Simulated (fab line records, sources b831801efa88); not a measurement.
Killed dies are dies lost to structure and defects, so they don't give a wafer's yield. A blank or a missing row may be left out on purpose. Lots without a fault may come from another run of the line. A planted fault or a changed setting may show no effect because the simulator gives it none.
fab line records | flow sfq_line
record lots=6 wafers=18 last_day=80
route steps=325 shown L0V@17 M0@28 I0@43 M1@58 M8@325
lots that met no fault: from a run of the same line without faults
start_h: hours from the record's first day to the start of the lot's first wafer shown | wait_h: hours since the lot's step before | " the same as in the row above | L1.1+2: a row that stands for several wafers | - no value, or no start given | * or withheld: withheld | < > ~ a bound
route shown NAME@n: a module of which the file shows steps, and the number in the route of the first | usual: mean/standard deviation of fault-free wafers | same: alike in all rows | chamber/n: place in a boat | sites: the reading at each site | _std_site: their standard deviation | _edge_site: outer sites' mean less inner sites' | radius_mm: how far each site lies from the wafer's centre | mask NAME#n: copy n | behind: the tool/chamber that last shaped the wafer | hold: why the lot was held/for how many hours/how that ended | device: the transistor (n, p or np) that didn't switch | end of line: the same wafers' tests at the end of the route | a step without rows: its recipe alone | killed: dies lost to structure and defects at the first sort, not the wafer's yield | map: a wafer's dies, x killed, . not, _ none there
set.NAME: the setting as run; set.NAME@STEP: as run at that earlier step | model.NAME: the simulator's own value behind a step, which no gauge read
lots at some steps of the route; a table a step, a row a wafer
services: from which hour (start_h, from the record's first day; less than 0 if before it) a tool's chamber was out of use, for how many hours, and why
## steps
# step SFQ_TRILAYER_L0_VIA_LITHO_COAT_018
# recipe resist=BARC spin_rpm=3000 resist_thk_nm=62
# step SFQ_TRILAYER_L0_VIA_LITHO_COAT_013
# recipe resist=KrF spin_rpm=3000 resist_thk_nm=650
# step SFQ_TRILAYER_L0_VIA_LITHO_SOFTBAKE_017
# recipe temp_c=withheld time_s=withheld resist=KrF
# step SFQ_TRILAYER_L0_VIA_LITHO_EXPOSE_014
# recipe mask_id=L0V na=0.6 source_shape=conventional sigma_outer=0.65 target_cd_nm=700 dose_mj=21.3
# step SFQ_TRILAYER_L0_VIA_LITHO_PEB_016
# recipe peb_temp_c=115 peb_time_s=60 resist=KrF
# step SFQ_TRILAYER_L0_VIA_LITHO_DEVELOP_015
# recipe time_s=60 resist=KrF
# step SFQ_L0V_OVL_MEAS_903
# usual L0V_OVL=-2/5.2
# columns lot.wafer tool chamber start_h wait_h L0V_OVL[nm]
L690.1 overlay-02 - 207.14 0.1 0
L690.3 " - " " -2
L690.5 " - " " -1
L697.2 overlay-02 - 256.36 0.1 -2
L697.3 " - " " -6
L697.4 " - " " 1
L698.1 overlay-01 - 259.95 0.1 -6
L698.2 " - " " -13
L698.5 " - " " -10
L699.1 overlay-01 - 268.35 0.1 4
L699.4 " - " " 6
L699.5 " - " " 4
L705.1 overlay-02 - 326.83 0.1 0
L705.3 " - " " -6
L705.4 " - " " -1
L708.1 overlay-01 - 350.95 0.1 7
L708.2 " - " " 3
L708.5 " - " " 3
# step SFQ_TRILAYER_L0_VIA_BARC_OPEN_VIA_ETCH_021
# recipe mask_material=PR chemistry=O2 target_depth_nm=125 target=BARC source_w=500 bias_w=80 pressure_mtorr=30 time_s=41.7
# step SFQ_TRILAYER_L0_VIA_ETCH_VIA_ETCH_016
# recipe target=SiO2 stop_on=MoNx_KI mask_material=PR chemistry=CHF3 target_depth_nm=80 source_w=500 bias_w=80 pressure_mtorr=30 time_s=withheld
# step SFQ_TRILAYER_L0_VIA_STRIP_STRIP_017
# recipe gas=O2 power_w=200 platen_temp_c=40 overash_fraction=0.65 chemistry=O2 pressure_mtorr=50
# usual drypump_motor_current_A=5.6/0.49 oes_product_au=0.999/0.0077
# columns lot.wafer tool chamber start_h wait_h drypump_motor_current_A oes_product_au rf_hours_counter_h
L690.1 rie_metal-03 0 207.26 - 5.5 1.003 161
L690.3 " 1 " " 6.1 1.002 -
L690.5 " 1 " " 6.1 0.985 -
L697.2 rie_metal-01 1 256.47 - 6.3 0.995 75
L697.3 " 1 " " 6.3 1.001 -
L697.4 " 0 " " 5.3 1.001 -
L698.1 rie_metal-03 1 260.07 - 6.1 0.998 49
L698.2 " 0 " " 5.5 0.994 171
L698.5 " 1 " " 6.1 0.993 -
L699.1 rie_metal-03 0 268.47 - 5.5 0.999 172
L699.4 " 0 " " 5.5 0.996 -
L699.5 " 1 " " 6.1 0.984 -
L705.1 rie_metal-04 0 326.95 - 5.6 1.009 158
L705.3 " 1 " " 4.8 0.998 -
L705.4 " 0 " " 5.6 0.998 -
L708.1 rie_metal-01 1 351.07 - 6.3 1.011 89
L708.2 " 0 " " 5.3 1.003 109
L708.5 " 0 " " 5.3 1.016 -
# step SFQ_TRILAYER_L0_VIA_STRIP_SOLV_CLEAN_018
# recipe chemistry=NMP temp_c=70 time_s=600
# step SFQ_TRILAYER_M0_DEP_PRE_CLEAN_020
# recipe gas=Ar time_s=15 bias_v=250
# step SFQ_TRILAYER_M0_DEP_SPUTTER_019
# recipe material=Nb base_pressure_pa=1.33e-06 chamber_pressure_pa=0.1333 substrate_temp_c=20 resputter_cathode_voltage_v=400 target_thk_nm=200 power_w=2000 time_s=133.3
# usual cathode_dc_power_W=2000.0/0.33 chamber_pressure_pa=0.13336/0.00025 throttle_valve_pct=29.9/0.92
# columns lot.wafer tool chamber start_h wait_h cathode_dc_power_W chamber_pressure_pa throttle_valve_pct model.Nb_of_TRILAYER_M0_DEP_SPUTTER_019.thk_nm
L690.1 pvd_sputter-05 - 208.06 0.0 1999.8 0.1334 28.9 197.7
L690.3 " - " " 1999.9 0.13331 29.1 202.1
L690.5 " - " " 1999.9 0.1333 29.2 201.1
L697.2 pvd_sputter-04 - 257.27 0.0 2103.4 0.13291 28.8 211
L697.3 " - " " 2103.0 0.13315 30.6 211.8
L697.4 " - " " 2102.7 0.1331 32.1 211.6
L698.1 pvd_sputter-04 - 260.87 0.0 2103.1 0.13356 30.8 206.3
L698.2 " - " " 2103.0 0.13322 30.7 208.7
L698.5 " - " " 2103.8 0.13338 29.0 207
L699.1 pvd_sputter-03 - 269.27 0.0 2000.3 0.13325 29.0 202.1
L699.4 " - " " 2000.1 0.13301 29.0 201.6
L699.5 " - " " 1999.9 0.13317 29.4 201.2
L705.1 pvd_sputter-03 - 327.75 0.0 1999.9 0.13275 30.5 200.7
L705.3 " - " " 1999.7 0.13343 29.7 202.8
L705.4 " - " " 1999.7 0.13363 29.3 202.7
L708.1 pvd_sputter-04 - 351.87 0.0 1999.8 0.13339 29.1 204.9
L708.2 " - " " 1999.9 0.13301 30.8 201.1
L708.5 " - " " 2000.2 0.13371 32.1 204.9
# step SFQ_M0_RS_MEAS_904
# recipe thk_meas_gauge=four-point-probe reads=Nb_of_TRILAYER_M0_DEP_SPUTTER_019
# usual M0_NB_RS=0.885/0.0092
# columns lot.wafer tool chamber start_h wait_h M0_NB_RS[ohm/sq]
L690.1 film_metro-03 - 208.15 0.0 0.901
L690.3 " - " " 0.881
L690.5 " - " " 0.887
L697.2 film_metro-01 - 257.38 0.1 0.843
L697.3 " - " " 0.838
L697.4 " - " " 0.838
L698.1 film_metro-03 - 261.79 0.9 0.862
L698.2 " - " " 0.852
L698.5 " - " " 0.861
L699.1 film_metro-03 - 269.36 0.0 0.882
L699.4 " - " " 0.884
L699.5 " - " " 0.885
L705.1 film_metro-04 - 327.84 0.0 0.888
L705.3 " - " " 0.877
L705.4 " - " " 0.879
L708.1 film_metro-01 - 351.96 0.0 0.866
L708.2 " - " " 0.885
L708.5 " - " " 0.868
# step SFQ_TRILAYER_M0_LITHO_COAT_026
# recipe resist=BARC spin_rpm=3000 resist_thk_nm=62
# step SFQ_TRILAYER_M0_LITHO_COAT_021
# recipe resist=KrF spin_rpm=3000 resist_thk_nm=600
# step SFQ_TRILAYER_M0_LITHO_SOFTBAKE_025
# recipe temp_c=withheld time_s=withheld resist=KrF
# step SFQ_TRILAYER_M0_LITHO_EXPOSE_022
# recipe mask_id=M0 na=0.6 source_shape=conventional sigma_outer=0.65 target_cd_nm=500 dose_mj=14.4
# step SFQ_TRILAYER_M0_LITHO_PEB_024
# recipe peb_temp_c=115 peb_time_s=60 resist=KrF
# step SFQ_TRILAYER_M0_LITHO_DEVELOP_023
# recipe time_s=60 resist=KrF
# step SFQ_M0_OVL_MEAS_906
# usual M0_OVL=-3/4.8
# columns lot.wafer tool chamber start_h wait_h M0_OVL[nm]
L690.1 overlay-02 - 331.75 0.1 1
L690.3 " - " " 2
L690.5 " - " " 5
L697.2 overlay-01 - 385.00 0.1 -9
L697.3 " - " " -12
L697.4 " - " " -9
L698.1 overlay-01 - 391.00 0.1 -3
L698.2 " - " " -6
L698.5 " - " " -5
L699.1 overlay-01 - 401.92 0.1 -1
L699.4 " - " " -3
L699.5 " - " " -1
L705.1 overlay-01 - 471.44 0.1 -5
L705.3 " - " " -2
L705.4 " - " " 1
L708.1 overlay-01 - 501.82 0.1 -5
L708.2 " - " " 2
L708.5 " - " " 2
# step SFQ_TRILAYER_M0_BARC_OPEN_METAL_ETCH_031
# recipe mask_material=PR chemistry=O2 target_depth_nm=125 target=BARC icp_w=600 bias_w=80 pressure_mtorr=10 time_s=41.7
# usual drypump_motor_current_A=5.7/0.62 oes_product_au=0.684/0.0045
# columns lot.wafer tool chamber start_h wait_h drypump_motor_current_A oes_product_au rf_hours_counter_h
L690.1 rie_metal-02 1 331.79 0.0 6.3 0.687 128
L690.3 " 1 " " 6.3 0.679 -
L690.5 " 1 " " 6.3 0.675 -
L697.2 rie_metal-02 0 385.03 0.0 6.5 0.686 84
L697.3 " 1 " " 6.3 0.682 -
L697.4 " 0 " " 6.5 0.681 -
L698.1 rie_metal-04 0 391.03 0.0 5.6 0.686 166
L698.2 " 1 " " 4.8 0.687 139
L698.5 " 0 " " 5.6 0.684 -
L699.1 rie_metal-04 0 401.96 0.0 5.6 0.683 168
L699.4 " 0 " " 5.6 0.686 -
L699.5 " 0 " " 5.6 0.686 -
L705.1 rie_metal-03 0 471.48 0.0 5.5 0.685 17
L705.3 " 0 " " 5.5 0.675 -
L705.4 " 0 " " 5.5 0.678 -
L708.1 rie_metal-02 0 501.86 0.0 6.5 0.686 98
L708.2 " 1 " " 6.3 0.686 149
L708.5 " 1 " " 6.3 0.686 -
# step SFQ_TRILAYER_M0_ETCH_METAL_ETCH_024
# recipe target=Nb stop_on=SiO2 mask_material=PR chemistry=Cl2/Ar target_depth_nm=240 icp_w=600 bias_w=80 pressure_mtorr=10 time_s=120
# usual drypump_motor_current_A=5.7/0.62 oes_product_au=0.896/0.0072
# columns lot.wafer tool chamber start_h wait_h drypump_motor_current_A oes_product_au rf_hours_counter_h
L690.1 rie_metal-02 1 331.85 0.0 6.3 0.885 128
L690.3 " 1 " " 6.3 0.905 -
L690.5 " 1 " " 6.3 0.893 -
L697.2 rie_metal-02 0 385.09 0.0 6.5 0.913 84
L697.3 " 1 " " 6.3 0.921 -
L697.4 " 0 " " 6.5 0.923 -
L698.1 rie_metal-04 0 391.09 0.0 5.7 0.917 166
L698.2 " 1 " " 4.8 0.918 139
L698.5 " 0 " " 5.7 0.915 -
L699.1 rie_metal-04 0 402.02 0.0 5.7 0.900 168
L699.4 " 0 " " 5.7 0.899 -
L699.5 " 0 " " 5.7 0.894 -
L705.1 rie_metal-03 0 471.60 0.1 5.5 0.893 17
L705.3 " 0 " " 5.5 0.894 -
L705.4 " 0 " " 5.5 0.888 -
L708.1 rie_metal-02 0 501.92 0.0 6.5 0.912 98
L708.2 " 1 " " 6.3 0.893 149
L708.5 " 1 " " 6.3 0.908 -
# step SFQ_TRILAYER_M0_STRIP_STRIP_025
# recipe gas=O2 power_w=200 platen_temp_c=40 overash_fraction=0.65 chemistry=O2 pressure_mtorr=50
# step SFQ_TRILAYER_M0_STRIP_SOLV_CLEAN_026
# recipe chemistry=NMP temp_c=70 time_s=600
# step SFQ_TRILAYER_I0_DEP_PECVD_027
# recipe material=SiO2 temp_c=150 time_s=111.11 pressure_torr=2.4 rf_w=183.3 precursor=SiH4/N2O target_thk_nm=500
# usual heater_power_outer_w=24/7 heater_power_w=74/14 throttle_valve_pct=24.5/1.4
# columns lot.wafer tool chamber start_h wait_h heater_power_outer_w heater_power_w throttle_valve_pct
L690.1 pecvd-03 2 332.76 0.0 18 59 22.6
L690.3 " 1 " " 15 65 25.0
L690.5 " 2 " " 19 61 22.7
L697.2 pecvd-01 0 385.99 0.0 30 90 25.4
L697.3 " 1 " " 36 104 25.5
L697.4 " 1 " " 22 88 25.2
L698.1 pecvd-02 0 392.03 0.0 13 53 24.0
L698.2 " 2 " " 16 64 23.6
L698.5 " 0 " " 15 56 23.7
L699.1 pecvd-02 0 402.92 0.0 19 61 24.2
L699.4 " 2 " " 22 72 23.8
L699.5 " 1 " " 23 70 22.5
L705.1 pecvd-02 0 473.22 0.0 20 63 24.2
L705.3 " 1 " " 23 67 22.6
L705.4 " 2 " " 23 73 24.0
L708.1 pecvd-01 0 502.82 0.0 26 80 25.6
L708.2 " 2 " " 34 83 27.0
L708.5 " 0 " " 29 86 25.5
# step SFQ_TRILAYER_I0_CMP_CMP_028
# recipe material=SiO2 down_force_psi=3 platen_rpm=60 pad_velocity_m_s=0.94248
# usual motor_current_A=10.3/0.9 slurry_flow_ml_min=149.9/0.48 time_to_endpoint_s=218/8.4
# columns lot.wafer tool chamber start_h wait_h motor_current_A slurry_flow_ml_min time_to_endpoint_s
L690.1 cmp-02 2 337.03 4.2 11.1 149.6 229
L690.3 " 3 " " 10.6 150.9 215
L690.5 " 1 338.53 5.7 10.5 149.7 241
L697.2 cmp-01 2 387.43 1.4 11.3 150.2 211
L697.4 " 3 " " 9.5 150.2 227
L697.3 " 0 " " 10.4 150.5 206
L698.1 cmp-01 0 393.87 1.8 10.2 149.7 200
L698.2 " 2 394.87 2.8 11.0 150.4 218
L698.5 " 1 396.37 4.3 8.8 150.1 216
L699.4 cmp-02 3 403.00 0.0 10.8 150.0 212
L699.1 " 2 404.50 1.5 11.1 150.5 208
L699.5 " 3 " " 10.9 149.9 213
L705.1 cmp-02 2 474.87 1.6 10.9 150.3 204
L705.3 " 3 " " 10.2 150.7 198
L705.4 " 1 476.37 3.1 10.0 149.9 215
L708.1 cmp-02 0 502.90 0.0 11.0 149.9 212
L708.2 " 3 504.40 1.5 10.5 149.5 208
L708.5 " 1 505.40 2.5 9.7 149.7 226
# step SFQ_I0_BOW_MEAS_907
# recipe mode=bow
# usual I0_BOW=1/7.5
# columns lot.wafer tool chamber start_h wait_h I0_BOW[um]
L690.1 film_metro-03 - 339.53 2.0 -4
L690.3 " - " " 18
L690.5 " - " " 9
L697.2 film_metro-02 - 389.95 2.0 1
L697.3 " - " " -10
L697.4 " - " " 6
L698.1 film_metro-03 - 396.87 2.5 -1
L698.2 " - " " -4
L698.5 " - " " -13
L699.1 film_metro-03 - 406.00 1.0 0
L699.4 " - " " -10
L699.5 " - " " -18
L705.1 film_metro-03 - 477.87 2.5 -4
L705.3 " - " " -3
L705.4 " - " " 9
L708.1 film_metro-03 - 505.90 2.5 -11
L708.2 " - " " -3
L708.5 " - " " 1
# step SFQ_TRILAYER_I0_METRO_MEASURE_029
# step SFQ_TRILAYER_I0_VIA_LITHO_COAT_036
# recipe resist=BARC spin_rpm=3000 resist_thk_nm=62
# step SFQ_TRILAYER_I0_VIA_LITHO_COAT_031
# recipe resist=KrF spin_rpm=3000 resist_thk_nm=650
# step SFQ_TRILAYER_I0_VIA_LITHO_SOFTBAKE_035
# recipe temp_c=withheld time_s=withheld resist=KrF
# step SFQ_TRILAYER_I0_VIA_LITHO_EXPOSE_032
# recipe mask_id=I0 na=0.6 source_shape=conventional sigma_outer=0.65 target_cd_nm=500 dose_mj=21.3
# step SFQ_TRILAYER_I0_VIA_LITHO_PEB_034
# recipe peb_temp_c=115 peb_time_s=60 resist=KrF
# step SFQ_TRILAYER_I0_VIA_LITHO_DEVELOP_033
# recipe time_s=60 resist=KrF
# step SFQ_I0_OVL_MEAS_908
# usual I0_OVL=2/6.3
# columns lot.wafer tool chamber start_h wait_h I0_OVL[nm]
L690.1 overlay-01 - 344.36 0.1 -13
L690.3 " - " " -11
L690.5 " - " " -11
L697.2 overlay-01 - 552.36 0.1 -8
L697.3 " - " " -1
L697.4 " - " " -2
L698.1 overlay-02 - 560.75 0.1 4
L698.2 " - " " 9
L698.5 " - " " 7
L699.1 overlay-02 - 570.35 0.1 3
L699.4 " - " " 3
L699.5 " - " " 2
L705.1 overlay-02 - 641.20 0.1 -4
L705.3 " - " " 0
L705.4 " - " " -3
L708.1 overlay-02 - 668.92 0.1 0
L708.2 " - " " 5
L708.5 " - " " 3
# step SFQ_TRILAYER_I0_VIA_BARC_OPEN_VIA_ETCH_046
# recipe mask_material=PR chemistry=O2 target_depth_nm=125 target=BARC source_w=500 bias_w=80 pressure_mtorr=30 time_s=41.7
# step SFQ_TRILAYER_I0_VIA_ETCH_VIA_ETCH_034
# recipe target=SiO2 stop_on=Nb mask_material=PR taper_deg=20 chemistry=CHF3 target_depth_nm=260 source_w=500 bias_w=80 pressure_mtorr=30 time_s=withheld
# step SFQ_TRILAYER_I0_VIA_STRIP_STRIP_035
# recipe gas=O2 power_w=200 platen_temp_c=40 overash_fraction=0.65 chemistry=O2 pressure_mtorr=50
# usual drypump_motor_current_A=6.0/0.45 oes_product_au=1.002/0.01
# columns lot.wafer tool chamber start_h wait_h drypump_motor_current_A oes_product_au rf_hours_counter_h
L690.1 rie_metal-02 1 344.55 - 6.3 1.002 130
L690.3 " 0 " " 6.5 0.994 -
L690.5 " 0 " " 6.5 1.000 -
L697.2 rie_metal-01 0 552.54 - 5.3 1.001 133
L697.3 " 0 " " 5.3 0.996 -
L697.4 " 1 " " 6.3 1.001 -
L698.1 rie_metal-01 1 560.94 - 6.3 1.010 114
L698.2 " 0 " " 5.3 1.003 133
L698.5 " 0 " " 5.3 0.999 -
L699.1 rie_metal-01 0 570.54 - 5.3 1.004 135
L699.4 " 0 " " 5.3 1.003 -
L699.5 " 0 " " 5.3 1.001 -
L705.1 rie_metal-03 0 641.38 - 5.5 1.014 39
L705.3 " 0 " " 5.5 1.018 -
L705.4 " 1 " " 6.1 0.983 -
L708.1 rie_metal-01 1 669.11 - 6.3 1.003 127
L708.2 " 0 " " 5.3 1.027 147
L708.5 " 0 " " 5.3 1.011 -
# step SFQ_TRILAYER_I0_VIA_STRIP_SOLV_CLEAN_036
# recipe chemistry=NMP temp_c=70 time_s=600
# step SFQ_TRILAYER_M1_DEP_PRE_CLEAN_038
# recipe gas=Ar time_s=22.5 bias_v=250
# step SFQ_M8_BOW_MEAS_951
# recipe mode=bow
# usual M8_BOW=11/11
# columns lot.wafer tool chamber start_h wait_h M8_BOW[um] model.etest.m0.ohm_um model.etest.i0.link_ohm model.etest.m0.ohm_sq
L690.1 film_metro-03 - 1843.99 0.0 7 1.801 1.964 0.9
L690.3 " - " " 29 1.761 1.952 0.8803
L690.5 " - " " 21 1.768 1.949 0.8847
L697.2 film_metro-02 - 1862.01 0.0 17 1.685 1.929 0.843
L697.3 " - " " 8 1.682 1.908 0.84
L697.4 " - " " 23 1.684 1.928 0.8406
L698.1 film_metro-02 - 1864.40 0.0 4 1.718 1.958 0.8622
L698.2 " - " " 0 1.715 1.94 0.8522
L698.5 " - " " -8 1.717 1.955 0.8592
L699.1 film_metro-04 - 1868.00 0.0 7 1.762 1.94 0.8803
L699.4 " - " " -3 1.762 1.946 0.8822
L699.5 " - " " -10 1.77 1.952 0.8843
L705.1 film_metro-02 - 1913.62 0.0 11 1.779 1.959 0.8863
L705.3 " - " " 11 1.763 1.955 0.8771
L705.4 " - " " 23 1.763 1.958 0.8776
L708.1 film_metro-02 - 1917.05 0.0 -12 1.728 1.944 0.8682
L708.2 " - " " -3 1.773 1.95 0.8845
L708.5 " - " " 0 1.734 1.942 0.8681
## services
# columns tool chamber start_h hours kind
pecvd-02 - 194.25 14.0 pm
cmp-02 - 195.11 0.8 repair
cmp-02 - 202.38 1.0 repair
rie_metal-02 - 211.55 14.6 pm
rie_metal-04 - 213.85 2.8 pm
rie_metal-03 - 217.16 1.4 pm
pvd_sputter-04 - 221.30 9.7 repair
pecvd-02 - 259.84 1.6 repair
rie_metal-04 - 342.37 1.3 repair
cmp-02 - 390.41 3.8 repair
cmp-02 - 394.74 4.9 pm
rie_metal-02 - 396.56 2.8 pm
cmp-02 - 406.00 4.0 pm
cmp-02 - 454.89 0.5 repair
cmp-02 - 458.30 4.7 pm
rie_metal-03 1 468.06 10.1 repair
rie_metal-03 - 478.28 2.8 pm
rie_metal-02 0 506.13 10.4 repair
cmp-02 - 516.68 0.4 repair
rie_metal-02 - 525.75 0.8 repair
rie_metal-04 1 579.05 1.0 repair
cmp-02 - 594.91 2.2 repair
cmp-02 - 629.39 1.7 repair
rie_metal-04 0 669.49 9.3 repair
## key
first_sign step=SFQ_TRILAYER_M0_DEP_SPUTTER_019 reading=cathode_dc_power_W direction=up sigmas=99+ usual=2000.0 struck=2103.2
effect step=SFQ_M0_RS_MEAS_904 reading=M0_NB_RS direction=down sigmas=4 usual=0.885 struck=0.849
effect step=SFQ_TRILAYER_M0_ETCH_METAL_ETCH_024 reading=oes_product_au direction=up sigmas=3 usual=0.896 struck=0.918
model_effect step=SFQ_TRILAYER_M0_DEP_SPUTTER_019 value=Nb_of_TRILAYER_M0_DEP_SPUTTER_019.thk_nm without=199.1 struck=209.4
model_effect step=SFQ_M8_BOW_MEAS_951 value=etest.m0.ohm_um without=1.788 struck=1.7
met_at SFQ_TRILAYER_M0_DEP_SPUTTER_019
struck_wafers L697.2,L697.3,L697.4,L698.1,L698.2,L698.5
fault kind=process_parameter_drift tool=pvd_sputter-04 chamber=- onset_h=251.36 steps=SFQ_TRILAYER_M0_DEP_SPUTTER_019 channel=power_w offset=103.19 shape=step end_h=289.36 acts_in=these_recipes_only stated=2000
